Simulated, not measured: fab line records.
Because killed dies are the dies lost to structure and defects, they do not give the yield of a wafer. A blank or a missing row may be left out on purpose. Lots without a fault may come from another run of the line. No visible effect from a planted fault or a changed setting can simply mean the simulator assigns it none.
fab line records -- flow sky130
record lots=7, wafers=21, last_day=50
route steps=708 shown VT_ADJUST_HVTR@139 VT_ADJUST_PCH@143 SONOS_TUNNEL@154 PAD_OPEN@708
lots untouched by any fault: they come from a run of this same line in which no faults occurred
start_h: the number of hours between the record's first day and the start of the first shown wafer of the lot -- wait_h: hours elapsed since this lot's preceding step -- " the same as in the row above -- L1.1+2: a row that stands for several wafers -- - either no value or no given start -- * or withheld: withheld -- < > ~ a bound
route shown NAME@n: names a module that has steps shown in the file, with the first one's number in the route -- usual: mean/standard deviation taken from wafers without a fault -- same: alike in all rows -- chamber/n: place in a boat -- sites: each site's reading -- _std_site: their standard deviation -- _edge_site: outer sites' mean less inner sites' -- radius_mm: how far each site lies from the wafer's centre -- mask NAME#n: copy n -- behind: the tool/chamber that last shaped the wafer -- hold: what put the lot on hold/how long, in hours/how the hold closed -- device: the n, p or np transistor that did not switch -- end of line: the tests these same wafers got at the end of their route -- a step without rows: its recipe alone -- killed: count of dies lost to structure and defects at first sort (not the wafer's yield) -- map: the dies of a wafer, with x for killed, . for not killed, _ for no die there
set.NAME: the setting the step ran with; set.NAME@STEP: the setting that earlier step ran with -- model.NAME: the simulator's own value behind a step, which no gauge read
lots at selected steps of the route; one table per step, one row per wafer
services: the hour from which a tool's chamber was out of use, counted from the record's first day as start_h (under 0 if before that day), plus the number of hours and why
## steps
# step SKY_VT_ADJUST_HVTR_OVL_MEAS_08
# usual VT_ADJUST_HVTR_OVL=0.3/1.2
lot.wafer,tool,chamber,start_h,wait_h,VT_ADJUST_HVTR_OVL[nm]
L429.3,overlay-02,-,223.16,0.1,-1.9
L429.5,overlay-02,-,223.16,0.1,0.5
L429.6,overlay-02,-,223.16,0.1,-0.3
L434.2,overlay-02,-,255.23,0.1,-1.1
L434.5,overlay-02,-,255.23,0.1,-1.5
L434.6,overlay-02,-,255.23,0.1,-1.6
L437.2,overlay-01,-,280.13,0.1,0.4
L437.4,overlay-01,-,280.13,0.1,1.2
L437.5,overlay-01,-,280.13,0.1,1.9
L440.1,overlay-02,-,301.45,0.1,-1.0
L440.2,overlay-02,-,301.45,0.1,-0.1
L440.4,overlay-02,-,301.45,0.1,0.1
L446.1,overlay-01,-,348.10,0.1,0.6
L446.3,overlay-01,-,348.10,0.1,1.2
L446.6,overlay-01,-,348.10,0.1,1.0
L447.1,overlay-02,-,359.33,0.1,1.0
L447.3,overlay-02,-,359.33,0.1,0.8
L447.4,overlay-02,-,359.33,0.1,0.9
L448.1,overlay-02,-,362.03,0.1,0.1
L448.3,overlay-02,-,362.03,0.1,0.6
L448.6,overlay-02,-,362.03,0.1,-1.0
# step SKY_VT_ADJUST_HVTR_IMPLANT_09
# recipe species=B, energy_kev=10, dose_cm2=2.1e+12, tilt_deg=withheld
# step SKY_VT_ADJUST_HVTR_STRIP_10
# recipe chemistry=O2/N2, power_w=1400, pressure_mtorr=1500, platen_temp_c=withheld, o2_flow_sccm=3000, n2_flow_sccm=300, overash_fraction=0.5
# usual drypump_motor_current_A=5.33/0.16, oes_product_au=0.716/0.0048, strip_time_to_endpoint_s=14.15/0.043
lot.wafer,tool,chamber,start_h,wait_h,drypump_motor_current_A,oes_product_au,rf_hours_counter_h,strip_time_to_endpoint_s
L429.3,plasma_asher-02,0,223.37,0.1,5.71,0.725,-,14.22
L429.5,plasma_asher-02,1,223.37,0.1,5.37,0.711,-,14.18
L429.6,plasma_asher-02,0,223.37,0.1,5.71,0.723,-,14.18
L434.2,plasma_asher-01,1,255.41,0.1,5.32,0.725,56,14.13
L434.5,plasma_asher-01,1,255.41,0.1,5.32,0.711,-,14.14
L434.6,plasma_asher-01,0,255.41,0.1,5.25,0.717,-,14.18
L437.2,plasma_asher-04,0,280.31,0.1,5.22,0.710,38,14.20
L437.4,plasma_asher-04,0,280.31,0.1,5.19,0.716,-,14.21
L437.5,plasma_asher-04,1,280.31,0.1,5.19,0.712,-,14.19
L440.1,plasma_asher-04,0,301.64,0.1,5.22,0.711,41,14.18
L440.2,plasma_asher-04,1,301.64,0.1,5.20,0.712,41,14.18
L440.4,plasma_asher-04,0,301.64,0.1,5.22,0.716,-,14.19
L446.1,plasma_asher-01,0,348.29,0.1,5.23,0.716,69,14.11
L446.3,plasma_asher-01,1,348.29,0.1,5.34,0.715,-,14.09
L446.6,plasma_asher-01,1,348.29,0.1,5.33,0.714,-,14.11
L447.1,plasma_asher-04,0,359.51,0.1,5.23,0.718,47,14.17
L447.3,plasma_asher-04,1,359.51,0.1,5.19,0.723,-,14.14
L447.4,plasma_asher-04,0,359.51,0.1,5.22,0.714,-,14.18
L448.1,plasma_asher-01,1,362.22,0.1,5.30,0.707,70,14.14
L448.3,plasma_asher-01,1,362.22,0.1,5.32,0.712,-,14.16
L448.6,plasma_asher-01,1,362.22,0.1,5.31,0.715,-,14.14
# step SKY_VT_ADJUST_HVTR_TW_MEAS_11
# usual VT_ADJUST_HVTR_TW=211.8/1.4
lot.wafer,tool,chamber,start_h,wait_h,VT_ADJUST_HVTR_TW
L429.3,film_metro-04,-,223.46,0.1,211.1
L429.5,film_metro-04,-,223.46,0.1,210.9
L429.6,film_metro-04,-,223.46,0.1,212.2
L434.2,film_metro-03,-,255.52,0.1,211.3
L434.5,film_metro-03,-,255.52,0.1,211.5
L434.6,film_metro-03,-,255.52,0.1,212.4
L437.2,film_metro-03,-,280.42,0.1,212.6
L437.4,film_metro-03,-,280.42,0.1,212.1
L437.5,film_metro-03,-,280.42,0.1,211.9
L440.1,film_metro-04,-,301.74,0.1,212.9
L440.2,film_metro-04,-,301.74,0.1,211.9
L440.4,film_metro-04,-,301.74,0.1,213.2
L446.1,film_metro-04,-,348.39,0.1,213.0
L446.3,film_metro-04,-,348.39,0.1,212.4
L446.6,film_metro-04,-,348.39,0.1,212.8
L447.1,film_metro-03,-,359.61,0.1,211.1
L447.3,film_metro-03,-,359.61,0.1,211.3
L447.4,film_metro-03,-,359.61,0.1,211.1
L448.1,film_metro-03,-,362.32,0.1,211.2
L448.3,film_metro-03,-,362.32,0.1,210.8
L448.6,film_metro-03,-,362.32,0.1,211.5
# step SKY_VT_ADJUST_PCH_DEHYDRATE_00
# recipe temp_c=200, time_s=60
# step SKY_VT_ADJUST_PCH_HMDS_01
# recipe prime_time_s=60, prime_temp_c=120
# step SKY_VT_ADJUST_PCH_COAT_02
# recipe spin_rpm=2000, resist_thk_nm=3000
# step SKY_VT_ADJUST_PCH_SOFTBAKE_03
# recipe temp_c=110, time_s=withheld
# step SKY_VT_ADJUST_PCH_EXPOSE_04
# recipe mask_id=NWM, na=0.6, source_shape=conventional, sigma_outer=0.6, polarization=unpolarized, target_cd_nm=840, dose_mj=255
# step SKY_VT_ADJUST_PCH_PEB_05
# recipe temp_c=115, time_s=withheld
# step SKY_VT_ADJUST_PCH_DEVELOP_06
# recipe wall_angle_deg=90, developer=TMAH, develop_time_s=60, dev_temp_c=23
# step SKY_VT_ADJUST_PCH_OVL_MEAS_07
# usual VT_ADJUST_PCH_OVL=-0.6/1.7
lot.wafer,tool,chamber,start_h,wait_h,VT_ADJUST_PCH_OVL[nm]
L429.3,overlay-01,-,246.72,-,1.2
L429.5,overlay-01,-,246.72,-,0.7
L429.6,overlay-01,-,246.72,-,2.6
L434.2,overlay-01,-,280.36,-,-0.3
L434.5,overlay-01,-,280.36,-,0.1
L434.6,overlay-01,-,280.36,-,0.6
L437.2,overlay-01,-,305.89,-,1.2
L437.4,overlay-01,-,305.89,-,0.8
L437.5,overlay-01,-,305.89,-,0.5
L440.1,overlay-01,-,327.08,-,1.9
L440.2,overlay-01,-,327.08,-,0.6
L440.4,overlay-01,-,327.08,-,0.3
L446.1,overlay-01,-,375.33,-,-0.7
L446.3,overlay-01,-,375.33,-,-1.3
L446.6,overlay-01,-,375.33,-,-0.7
L447.1,overlay-01,-,388.03,-,1.2
L447.3,overlay-01,-,388.03,-,0.3
L447.4,overlay-01,-,388.03,-,-0.4
L448.1,overlay-01,-,391.28,-,-0.4
L448.3,overlay-01,-,391.28,-,-0.8
L448.6,overlay-01,-,391.28,-,-3.3
# step SKY_VT_ADJUST_PCH_IMPLANT_08
# recipe species=B, energy_kev=10, dose_cm2=5e+11, tilt_deg=withheld
lot.wafer,tool,chamber,start_h,wait_h
L429.3+5+6,implanter-02,0,246.79,0.1
L434.2+5+6,implanter-02,0,280.42,0.0
L437.2+4+5,implanter-01,0,305.94,0.0
L437.2+4+5,implanter-01,0,306.26,0.3
L440.1+2+4,implanter-04,0,327.12,0.0
L446.1+3+6,implanter-02,0,375.37,0.0
L446.1+3+6,implanter-02,0,375.68,0.3
L447.1+3+4,implanter-01,0,388.07,0.0
L447.1+3+4,implanter-01,0,388.38,0.3
L448.1+3+6,implanter-01,0,391.32,0.0
# step SKY_VT_ADJUST_PCH_STRIP_09
# recipe chemistry=O2/N2, power_w=1400, pressure_mtorr=1500, platen_temp_c=withheld, o2_flow_sccm=3000, n2_flow_sccm=300, overash_fraction=0.5
# usual drypump_motor_current_A=5.6/0.5, oes_product_au=0.722/0.0046, strip_time_to_endpoint_s=36.93/0.11
lot.wafer,tool,chamber,start_h,wait_h,drypump_motor_current_A,oes_product_au,rf_hours_counter_h,strip_time_to_endpoint_s
L429.3,plasma_asher-02,1,246.93,0.1,5.4,0.728,-,36.89
L429.5,plasma_asher-02,1,246.93,0.1,5.4,0.726,-,37.02
L429.6,plasma_asher-02,0,246.93,0.1,5.7,0.727,-,36.85
L434.2,plasma_asher-01,1,280.54,0.1,5.3,0.727,61,36.87
L434.5,plasma_asher-01,1,280.54,0.1,5.3,0.720,-,36.87
L434.6,plasma_asher-01,0,280.54,0.1,5.2,0.720,-,36.96
L437.2,plasma_asher-02,1,306.38,0.1,5.4,0.719,59,36.88
L437.4,plasma_asher-02,0,306.38,0.1,5.7,0.715,-,36.82
L437.5,plasma_asher-02,0,306.38,0.1,5.7,0.725,-,36.88
L440.1,plasma_asher-03,0,327.27,0.1,5.9,0.721,25,36.96
L440.2,plasma_asher-03,1,327.27,0.1,6.7,0.723,25,37.12
L440.4,plasma_asher-03,0,327.27,0.1,5.9,0.718,-,36.95
L446.1,plasma_asher-01,1,375.83,0.1,5.3,0.722,71,36.93
L446.3,plasma_asher-01,1,375.83,0.1,5.3,0.728,-,36.76
L446.6,plasma_asher-01,1,375.83,0.1,5.4,0.727,-,36.95
L447.1,plasma_asher-01,1,388.69,0.3,5.3,0.722,73,36.90
L447.3,plasma_asher-01,0,388.69,0.3,5.3,0.717,-,36.84
L447.4,plasma_asher-01,1,388.69,0.3,5.3,0.713,-,36.87
L448.1,plasma_asher-02,1,391.47,0.1,5.4,0.721,66,36.70
L448.3,plasma_asher-02,1,391.47,0.1,5.4,0.722,-,36.80
L448.6,plasma_asher-02,0,391.47,0.1,5.7,0.723,-,36.84
# step SKY_VT_ADJUST_PCH_TW_MEAS_10
# usual VT_ADJUST_PCH_TW=142.7/0.86
lot.wafer,tool,chamber,start_h,wait_h,VT_ADJUST_PCH_TW
L429.3,film_metro-03,-,247.01,0.1,142.8
L429.5,film_metro-03,-,247.01,0.1,143.8
L429.6,film_metro-03,-,247.01,0.1,143.6
L434.2,film_metro-02,-,280.65,0.1,141.5
L434.5,film_metro-02,-,280.65,0.1,141.7
L434.6,film_metro-02,-,280.65,0.1,141.5
L437.2,film_metro-03,-,306.49,0.1,173.1
L437.4,film_metro-03,-,306.49,0.1,172.2
L437.5,film_metro-03,-,306.49,0.1,171.8
L440.1,film_metro-01,-,327.37,0.1,144.0
L440.2,film_metro-01,-,327.37,0.1,144.0
L440.4,film_metro-01,-,327.37,0.1,143.5
L446.1,film_metro-01,-,375.93,0.1,173.0
L446.3,film_metro-01,-,375.93,0.1,173.2
L446.6,film_metro-01,-,375.93,0.1,172.5
L447.1,film_metro-01,-,388.79,0.1,171.9
L447.3,film_metro-01,-,388.79,0.1,171.2
L447.4,film_metro-01,-,388.79,0.1,173.0
L448.1,film_metro-01,-,391.57,0.1,142.9
L448.3,film_metro-01,-,391.57,0.1,142.9
L448.6,film_metro-01,-,391.57,0.1,143.1
# step SKY_SONOS_TUNNEL_DEHYDRATE_00
# recipe temp_c=200, time_s=60
# step SKY_PAD_OPEN_PROBE_99
# usual killed_at_M0_to_M3=45/7.2, killed_at_M4_up=3.0/1.8, killed_at_contacts=25/6.1, killed_at_front_end=14/4.4, killed_at_other=0.2/0.44, killed_dies=88/10, killed_open=48/7.4, killed_short=40/6.3
# same gross_dies=492, killed_at_back_side=0
lot.wafer,tool,chamber,start_h,wait_h,killed_at_M0_to_M3,killed_at_M4_up,killed_at_contacts,killed_at_front_end,killed_at_other,killed_dies,killed_open,killed_short,model.etest.nfet_16v.r_on_ohm_um,model.etest.pfet_g5v0d10v5.r_on_ohm_um,model.etest.tip_p.rs_ohm_sq,model.etest.tip_p_5v.rs_ohm_sq,model.etest.pfet_g5v0d10v5.drive_ua_um,model.etest.pfet_01v8_lvt.drive_ua_um,model.etest.pfet_01v8.drive_ua_um,model.etest.pfet_01v8_mvt.drive_ua_um
L429.3,prober-02,-,1102.88,0.2,45,0,32,13,0,90,54,36,1.418e+04,4779,6688,2858,340.2,174.7,193.9,156.8
L429.5,prober-02,-,1102.98,0.2,46,3,19,9,0,77,41,36,1.427e+04,4780,6702,2871,338.7,175.9,202.7,160.6
L429.6,prober-02,-,1103.03,0.2,39,5,15,14,0,73,41,32,1.424e+04,4746,6663,2843,342.3,176.2,199.5,159.8
L434.2,prober-01,-,1122.69,0.1,31,4,20,15,0,70,36,34,1.365e+04,4759,6826,2892,344.8,174.8,199.4,156.8
L434.5,prober-01,-,1122.84,0.2,57,0,21,15,0,93,46,47,1.362e+04,4812,6858,2891,339.4,173.4,196.5,154.1
L434.6,prober-01,-,1122.89,0.2,51,7,20,24,1,103,58,45,1.354e+04,4764,6853,2857,344.2,170.4,191.8,152.1
L437.2,prober-02,-,1140.63,0.1,36,1,26,15,0,78,36,42,1.451e+04,4516,6706,2853,362.5,191.5,204.7,164.2
L437.4,prober-02,-,1140.73,0.2,48,0,23,13,0,84,43,41,1.45e+04,4492,6740,2812,365.6,190.3,203.9,161.9
L437.5,prober-02,-,1140.78,0.2,49,2,24,16,0,91,44,47,1.448e+04,4586,6685,2818,360.4,189.1,195.1,158.4
L440.1,prober-01,-,1160.23,0.1,45,3,30,17,1,96,45,51,1.372e+04,4779,6833,2884,342.5,176.9,193.3,152.7
L440.2,prober-01,-,1160.28,0.1,51,3,32,6,0,92,61,31,1.364e+04,4783,6831,2879,341,172.2,190.1,150.5
L440.4,prober-01,-,1160.38,0.2,55,3,24,17,0,99,57,42,1.373e+04,4833,6840,2889,340.1,173.1,187,149.6
L446.1,prober-02,-,1186.18,0.1,42,2,23,14,0,81,50,31,1.464e+04,4505,6709,2839,364.5,190.5,203.9,161.5
L446.3,prober-02,-,1186.28,0.2,46,4,17,14,1,82,48,34,1.451e+04,4506,6721,2820,364.6,188.9,201.2,161.7
L446.6,prober-02,-,1186.43,0.2,33,6,22,11,0,72,46,26,1.468e+04,4525,6688,2816,364.3,189.9,204.6,160
L448.1,prober-01,-,1193.18,0.1,43,5,30,20,0,98,49,49,1.434e+04,4752,6935,2847,343.4,176.7,193.2,151.8
L448.3,prober-01,-,1193.28,0.2,43,2,25,11,0,81,46,35,1.437e+04,4808,6899,2850,338.2,175.9,193.9,152.9
L448.6,prober-01,-,1193.43,0.2,47,3,27,14,1,92,59,33,1.431e+04,4834,6867,2841,337.6,175.8,193.1,153
L447.1,prober-02,-,1195.59,0.1,33,8,30,19,0,90,50,40,1.48e+04,4554,6723,2795,359.9,188.8,195.6,156.7
L447.3,prober-02,-,1195.69,0.2,51,4,23,14,0,92,55,37,1.489e+04,4572,6721,2802,362.9,187.4,198.8,158
L447.4,prober-02,-,1195.74,0.2,48,6,17,12,0,83,42,41,1.473e+04,4549,6772,2783,361.7,189.2,193.9,155.8
# killed by level:class
L429.3 CONTACT:geometric_particle:open=14 VIA1:geometric_particle:open=11 VIA3:geometric_particle:open=10 LI_CONTACT:geometric_particle:open=9 VIA3:geometric_particle:short=6 METAL1:geometric_particle:short=4 FIELD_ISO:geometric_particle:open=3 FIELD_ISO:geometric_particle:short=3
L429.5 VIA1:geometric_particle:open=10 VIA3:geometric_particle:open=8 CONTACT:geometric_particle:open=6 METAL3:geometric_particle:short=5 LI_CONTACT:geometric_particle:open=5 VIA2:geometric_particle:open=5 CONTACT:geometric_particle:short=4 METAL1:geometric_particle:short=4
L429.6 VIA1:geometric_particle:open=10 VIA2:geometric_particle:open=9 METAL2:geometric_particle:short=5 LI_CONTACT:geometric_particle:open=4 METAL1:geometric_particle:short=4 FIELD_ISO:geometric_particle:open=3 LI_CONTACT:geometric_particle:short=3 LOCAL_INTERCONNECT:geometric_particle:short=3
L434.2 VIA1:geometric_particle:open=9 FIELD_ISO:geometric_particle:short=6 CONTACT:geometric_particle:short=6 CONTACT:geometric_particle:open=6 POLY_GATE:geometric_particle:short=4 LI_CONTACT:geometric_particle:open=4 METAL2:geometric_particle:short=4 VIA2:geometric_particle:open=3
L434.5 VIA3:geometric_particle:open=12 LI_CONTACT:geometric_particle:open=9 VIA1:geometric_particle:open=9 METAL2:geometric_particle:short=8 VIA2:geometric_particle:open=7 METAL1:geometric_particle:short=7 VIA1:geometric_particle:short=6 CONTACT:geometric_particle:short=5
L434.6 VIA1:geometric_particle:open=17 VIA3:geometric_particle:open=10 METAL1:geometric_particle:short=6 POLY_GATE:geometric_particle:short=6 FIELD_ISO:geometric_particle:short=5 LI_CONTACT:geometric_particle:open=5 VIA1:geometric_particle:short=4 LOCAL_INTERCONNECT:geometric_particle:short=4
L437.2 CONTACT:geometric_particle:open=9 VIA1:geometric_particle:open=8 POLY_GATE:geometric_particle:short=7 LOCAL_INTERCONNECT:geometric_particle:short=6 CONTACT:geometric_particle:short=6 METAL1:geometric_particle:short=5 LI_CONTACT:geometric_particle:open=4 VIA2:geometric_particle:open=4
L437.4 CONTACT:geometric_particle:open=9 VIA1:geometric_particle:open=9 VIA1:geometric_particle:short=8 VIA2:geometric_particle:open=8 LOCAL_INTERCONNECT:geometric_particle:short=6 FIELD_ISO:geometric_particle:short=5 VIA3:geometric_particle:open=5 POLY_GATE:geometric_particle:short=4
L437.5 VIA1:geometric_particle:open=10 CONTACT:geometric_particle:open=9 VIA3:geometric_particle:short=7 METAL1:geometric_particle:short=7 VIA2:geometric_particle:open=6 FIELD_ISO:geometric_particle:open=5 VIA2:geometric_particle:short=5 POLY_GATE:geometric_particle:short=4
L440.1 LI_CONTACT:geometric_particle:open=7 CONTACT:geometric_particle:open=7 VIA2:geometric_particle:open=7 VIA1:geometric_particle:short=7 VIA3:geometric_particle:open=7 FIELD_ISO:geometric_particle:short=6 CONTACT:geometric_particle:short=6 VIA1:geometric_particle:open=6
L440.2 VIA1:geometric_particle:open=13 VIA2:geometric_particle:open=11 CONTACT:geometric_particle:open=9 VIA3:geometric_particle:open=8 LI_CONTACT:geometric_particle:open=7 VIA1:geometric_particle:short=7 LOCAL_INTERCONNECT:geometric_particle:short=6 METAL2:geometric_particle:short=5
L440.4 VIA1:geometric_particle:open=12 VIA2:geometric_particle:open=10 LI_CONTACT:geometric_particle:open=8 VIA3:geometric_particle:open=8 CONTACT:geometric_particle:open=6 LOCAL_INTERCONNECT:geometric_particle:short=5 METAL2:geometric_particle:short=5 CONTACT:geometric_particle:short=5
L446.1 VIA3:geometric_particle:open=11 LI_CONTACT:geometric_particle:open=10 VIA1:geometric_particle:open=10 POLY_GATE:geometric_particle:short=6 CONTACT:geometric_particle:open=6 VIA2:geometric_particle:open=6 METAL2:geometric_particle:short=5 METAL1:geometric_particle:short=4
L446.3 VIA1:geometric_particle:open=10 VIA3:geometric_particle:open=10 VIA2:geometric_particle:open=8 FIELD_ISO:geometric_particle:short=6 CONTACT:geometric_particle:open=6 LI_CONTACT:geometric_particle:open=5 VIA1:geometric_particle:short=5 METAL1:geometric_particle:short=4
L446.6 CONTACT:geometric_particle:open=11 VIA3:geometric_particle:open=8 VIA1:geometric_particle:open=7 VIA2:geometric_particle:open=5 METAL1:geometric_particle:short=4 LI_CONTACT:geometric_particle:open=4 METAL4:geometric_particle:short=4 FIELD_ISO:geometric_particle:open=3
L448.1 VIA1:geometric_particle:open=10 CONTACT:geometric_particle:open=8 FIELD_ISO:geometric_particle:open=7 VIA3:geometric_particle:open=7 LOCAL_INTERCONNECT:geometric_particle:short=6 LI_CONTACT:geometric_particle:open=6 CONTACT:geometric_particle:short=6 VIA3:geometric_particle:short=6
L448.3 VIA1:geometric_particle:open=12 CONTACT:geometric_particle:open=11 METAL1:geometric_particle:short=9 VIA2:geometric_particle:open=6 FIELD_ISO:geometric_particle:open=5 LI_CONTACT:geometric_particle:open=5 VIA1:geometric_particle:short=5 POLY_GATE:geometric_particle:short=4
L448.6 CONTACT:geometric_particle:open=11 LI_CONTACT:geometric_particle:open=9 VIA1:geometric_particle:open=9 METAL1:geometric_particle:short=8 VIA2:geometric_particle:open=8 VIA3:geometric_particle:open=6 METAL2:geometric_particle:short=6 FIELD_ISO:geometric_particle:open=5
L447.1 VIA1:geometric_particle:open=11 CONTACT:geometric_particle:open=10 POLY_GATE:geometric_particle:open=7 LI_CONTACT:geometric_particle:open=6 LOCAL_INTERCONNECT:geometric_particle:short=6 CONTACT:geometric_particle:short=6 VIA3:geometric_particle:open=6 FIELD_ISO:geometric_particle:short=5
L447.3 CONTACT:geometric_particle:open=12 VIA1:geometric_particle:open=11 VIA3:geometric_particle:open=9 METAL3:geometric_particle:short=7 VIA2:geometric_particle:open=6 FIELD_ISO:geometric_particle:open=5 VIA1:geometric_particle:short=5 LI_CONTACT:geometric_particle:open=4
L447.4 VIA3:geometric_particle:open=10 METAL1:geometric_particle:short=7 VIA1:geometric_particle:open=7 METAL2:geometric_particle:short=6 VIA2:geometric_particle:open=6 VIA1:geometric_particle:short=5 CONTACT:geometric_particle:open=5 METAL4:geometric_particle:short=5
## services
tool,chamber,start_h,hours,kind
plasma_asher-03,-,204.24,1.7,repair
plasma_asher-01,-,229.43,7.7,repair
plasma_asher-03,-,237.10,14.6,pm
implanter-01,-,248.18,21.1,pm
plasma_asher-02,-,251.70,52.3,pm
implanter-01,-,269.29,3.3,pm
plasma_asher-01,-,307.79,2.8,repair
implanter-04,-,317.19,3.6,pm
plasma_asher-02,-,326.09,23.3,repair
implanter-01,-,333.88,8.8,repair
plasma_asher-04,-,381.06,14.6,pm
implanter-04,-,386.02,53.7,repair
## key
first_sign step=SKY_VT_ADJUST_PCH_IMPLANT_08, reading=visit, direction=added
effect step=SKY_VT_ADJUST_PCH_TW_MEAS_10, reading=VT_ADJUST_PCH_TW, direction=up, sigmas=34, usual=142.7, struck=172.4
model_effect step=SKY_PAD_OPEN_PROBE_99, value=etest.nfet_16v.r_on_ohm_um, without=1.396e+04, struck=1.464e+04
met_at SKY_VT_ADJUST_PCH_IMPLANT_08
struck_wafers L437.2,L437.4,L437.5,L446.1,L446.3,L446.6,L447.1,L447.3,L447.4
tester_left_out L437,L446,L447
fault kind=repeated_step_whole, tool=implanter-01,implanter-02,implanter-04, chamber=-, onset_h=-, steps=SKY_VT_ADJUST_PCH_IMPLANT_08, times=1, scope=struck_lots_only
# tester_left_out: of these lots the tester's yield and bins aren't shown, on N5 and GAA mostly nor the transistor test; their killed dies are dies lost to structure and defects alone, not to doping, threshold or leakage, so they don't give the yield
